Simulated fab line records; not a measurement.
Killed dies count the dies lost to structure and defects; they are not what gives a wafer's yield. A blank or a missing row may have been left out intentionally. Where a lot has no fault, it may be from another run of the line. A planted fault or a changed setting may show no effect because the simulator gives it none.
Comparing a struck lot with a sound one | flow sfq line | 14 out of 325 route steps
Sound: the wafers L209.1, L209.2, L209.5. Wafers struck: L191.1, L191.3, L191.5. Last of all comes the cause.
At each step with rows: each side's tool, then ch and its chambers, then its first start. Under that, the readings that differ: sound wafers | struck wafers | difference of the means | sigmas: that difference in standard deviations of wafers without a fault.
alike: readings with means less than 2 such deviations apart, plus words and numbers identical on both sides. not compared: withheld readings, readings lacking a value on some wafer, bounds such as >300 that could conceal the same value, and numbers that have no deviation in the record and whose values overlap.
The two part at a step that has a row with sigmas, a row that says differs or no value, or rows on one side only. Numbers that don't overlap but have no deviation are shown without sigmas and don't part them. A reading that every wafer of one side lacks parts them only if that side has two wafers or more.

first, 6 steps without rows for these wafers: SFQ_TRILAYER_M1_LITHO_COAT_044 (resist thk 62 nm); SFQ_TRILAYER_M1_LITHO_COAT_039 (resist thk 600 nm); SFQ_TRILAYER_M1_LITHO_SOFTBAKE_043; SFQ_TRILAYER_M1_LITHO_EXPOSE_040 (exposes mask M1, target cd 500 nm); SFQ_TRILAYER_M1_LITHO_PEB_042 (peb time 60 s); SFQ_TRILAYER_M1_LITHO_DEVELOP_041 (time 60 s).
SFQ_M1_OVL_MEAS_911:
  struck on overlay-02, day 25 12:49; sound on overlay-01, day 33 04:46
  alike: M1_OVL
SFQ_TRILAYER_M1_BARC_OPEN_METAL_ETCH_054: etches BARC in O2, target depth 125 nm, time 41.7 s.
  sound on rie metal-02 ch 0,1, day 33 04:48; struck on rie metal-03 ch 1, day 25 12:52
  alike: drypump motor current A, oes product au
  not compared: rf hours counter h
SFQ_TRILAYER_M1_ETCH_METAL_ETCH_042: etches Nb in Cl2/Ar, stops on SiO2, target depth 240 nm, time 120 s.
  sound on rie metal-02 ch 0,1, day 33 04:52; struck on rie metal-03 ch 1, day 25 12:55
  reading               | sound             | struck            | difference | sigmas
  oes product au (a.u.) | 0.896 0.885 0.886 | 0.909 0.906 0.898 | +0.015     | +2
  alike: drypump motor current A
  not compared: rf hours counter h
SFQ_TRILAYER_M1_STRIP_STRIP_043: strips in O2.
  sound on rie metal-02 ch 0,1, day 33 04:59; struck on rie metal-03 ch 1, day 25 13:02
  reading               | sound             | struck            | difference | sigmas
  oes product au (a.u.) | 1.012 1.007 1.003 | 0.990 0.989 0.983 | -0.020     | -2
  alike: drypump motor current A
  not compared: rf hours counter h
then, 1 step without rows for these wafers: SFQ_TRILAYER_M1_STRIP_SOLV_CLEAN_044 (cleans in NMP, time 600 s).
SFQ_TRILAYER_I1_DEP_PECVD_045: deposits SiO2 from SiH4/N2O, time 111.11 s, target thk 500 nm.
  sound on pecvd-03 ch 0,2, day 33 05:47; struck on pecvd-01 ch 1,2, day 25 13:49
  reading                | sound          | struck         | difference | sigmas
  throttle valve pct (%) | 26.3 25.6 26.4 | 23.9 24.1 24.1 | -2.1       | -2
  alike: chamber pressure Torr, heater power w
  not compared: since wet clean h
SFQ_TRILAYER_I1_CMP_CMP_046: polishes SiO2.
  sound on cmp-01 ch 1,2,3, day 33 06:21; struck on cmp-01 ch 0,1,2, day 25 14:54
  reading                | sound             | struck            | difference | sigmas
  platen rpm (rpm)       | 60.07 59.98 60.05 | 54.00 54.02 54.08 | -6.00      | -99 or more
  time to endpoint s (s) | 221 202 227       | 239 232 244       | +22        | +3
  alike: edge zone pressure frac, motor current A
SFQ_I1_BOW_MEAS_912:
  struck on film metro-03, day 25 16:54; sound on film metro-04, day 33 08:51
  alike: I1_BOW

== WHERE THEY PART ==
At SFQ_TRILAYER_M1_ETCH_METAL_ETCH_042 first; at SFQ_TRILAYER_I1_CMP_CMP_046 last (within this record only). Later steps at which nothing parts them and some readings are alike: SFQ_I1_BOW_MEAS_912.

WHY: whatever the simulator had introduced
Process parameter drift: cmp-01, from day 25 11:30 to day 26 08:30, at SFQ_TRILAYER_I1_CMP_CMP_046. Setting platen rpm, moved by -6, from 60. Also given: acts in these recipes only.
